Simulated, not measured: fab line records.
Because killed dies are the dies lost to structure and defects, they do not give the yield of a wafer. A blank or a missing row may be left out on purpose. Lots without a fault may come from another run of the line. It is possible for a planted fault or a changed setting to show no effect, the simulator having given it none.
Split-lot trial + flow gf180mcu + 23 wafers read across 5 lots, on a route 602 steps long

THE SPLIT ITSELF
At GF_M3_SPUTTER_04 (material TiN, target thk 50 nm, time 41.7 s), the setting time s was moved away from the recipe's 41.7 s on 5 of the 23 wafers read, by -13.5% to +5.5%. For the rest of the wafers, this setting stayed at what the recipe calls for.

The reading comes from the split's own step.

THE READING
TiN_of_M3_SPUTTER_04.thk nm (the simulator's own value, which no gauge read), in nm, at GF_M3_SPUTTER_04 (material TiN, target thk 50 nm, time 41.7 s). No usual value for it is given in the file. The 18 wafers here that ran the recipe average 50.28 nm, standard deviation 0.47 nm.

| wafer  | tool, chamber at the split | time s as run, s | against the recipe | TiN_of_M3_SPUTTER_04.thk nm, nm | against lot-mates on the recipe |
|--------|----------------------------|------------------|--------------------|---------------------------------|---------------------------------|
| L074.1 | pvd sputter-02, -          | 41.7             | recipe             | 50.73                           | -                               |
| L074.2 | pvd sputter-02, -          | 41.7             | recipe             | 50.22                           | -                               |
| L074.3 | pvd sputter-02, -          | 41.7             | recipe             | 50.99                           | -                               |
| L074.5 | pvd sputter-02, -          | 41.7             | recipe             | 50.52                           | -                               |
| L074.6 | pvd sputter-02, -          | 41.7             | recipe             | 50.94                           | -                               |
| L076.1 | pvd sputter-01, -          | 41.7             | recipe             | 50.23                           | -                               |
| L076.3 | pvd sputter-01, -          | 41.7             | recipe             | 50.43                           | -                               |
| L076.6 | pvd sputter-01, -          | 41.7             | recipe             | 50.22                           | -                               |
| L080.1 | pvd sputter-03, -          | 43.99            | +5.5%              | 52.55                           | +3.02                           |
| L080.2 | pvd sputter-03, -          | 41.7             | recipe             | 49.89                           | -                               |
| L080.3 | pvd sputter-03, -          | 41.7             | recipe             | 49.16                           | -                               |
| L080.4 | pvd sputter-03, -          | 43.99            | +5.5%              | 52.34                           | +2.81                           |
| L080.5 | pvd sputter-03, -          | 41.7             | recipe             | 49.53                           | -                               |
| L082.1 | pvd sputter-02, -          | 41.7             | recipe             | 50.15                           | -                               |
| L082.2 | pvd sputter-02, -          | 41.7             | recipe             | 50.48                           | -                               |
| L082.3 | pvd sputter-02, -          | 41.7             | recipe             | 50.13                           | -                               |
| L082.4 | pvd sputter-02, -          | 41.7             | recipe             | 50.03                           | -                               |
| L082.6 | pvd sputter-02, -          | 41.7             | recipe             | 50.04                           | -                               |
| L083.1 | pvd sputter-01, -          | 41.7             | recipe             | 51.08                           | -                               |
| L083.3 | pvd sputter-01, -          | 41.7             | recipe             | 50.34                           | -                               |
| L083.4 | pvd sputter-01, -          | 36.09            | -13.5%             | 44.52                           | -6.19                           |
| L083.5 | pvd sputter-01, -          | 36.09            | -13.5%             | 44.22                           | -6.49                           |
| L083.6 | pvd sputter-01, -          | 36.09            | -13.5%             | 44.36                           | -6.35                           |

FIT RESULTS
A straight line over all 23 wafers: TiN_of_M3_SPUTTER_04.thk nm changes by +0.434 nm for each +1% of time s; r = +0.98; the points scatter about the line by 0.45 nm.
The same after taking each lot's own level away (the mean of its wafers on the recipe; 23 wafers): +0.479 nm for each +1%; r = +0.99; scatter 0.25 nm.
The reading moves by 6.4 nm for the largest change in time s, on that fit.
From 49.527 to 50.710 nm: that is the span of the lots' own levels, equal to 2.5 times the standard deviation above.
The two slopes agree, so the slope changes little with the lot-to-lot level.
Check: with one of the wafers moved furthest among these (-13.5%) left out of the fit, the line predicts -6.51 nm for it against its lot-mates. It came out at -6.19 nm against them.

THESE WAFERS: OTHER SPLITS
These wafers also went through other splits before the reading. Each is held against what the fit with the lots' levels taken away leaves over:
| other split on the same wafers  | wafers away from the commonest value | r with TiN_of_M3_SPUTTER_04.thk nm (lot level and that fit taken away) |
|---------------------------------|--------------------------------------|------------------------------------------------------------------------|
| GF_V1_CVD_02 time s             | 9                                    | -0.03                                                                  |
| GF_V1_CMP_04 leave above ref nm | 11                                   | +0.16                                                                  |
| GF_V1_SPUTTER_21 power w        | 8                                    | +0.26                                                                  |
| GF_M2_METAL_ETCH_16 time s      | 8                                    | +0.10                                                                  |

FILE'S OWN FIT
TiN_of_M3_SPUTTER_04.thk nm changes by +0.48 nm for each +1% of time s, r = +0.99.
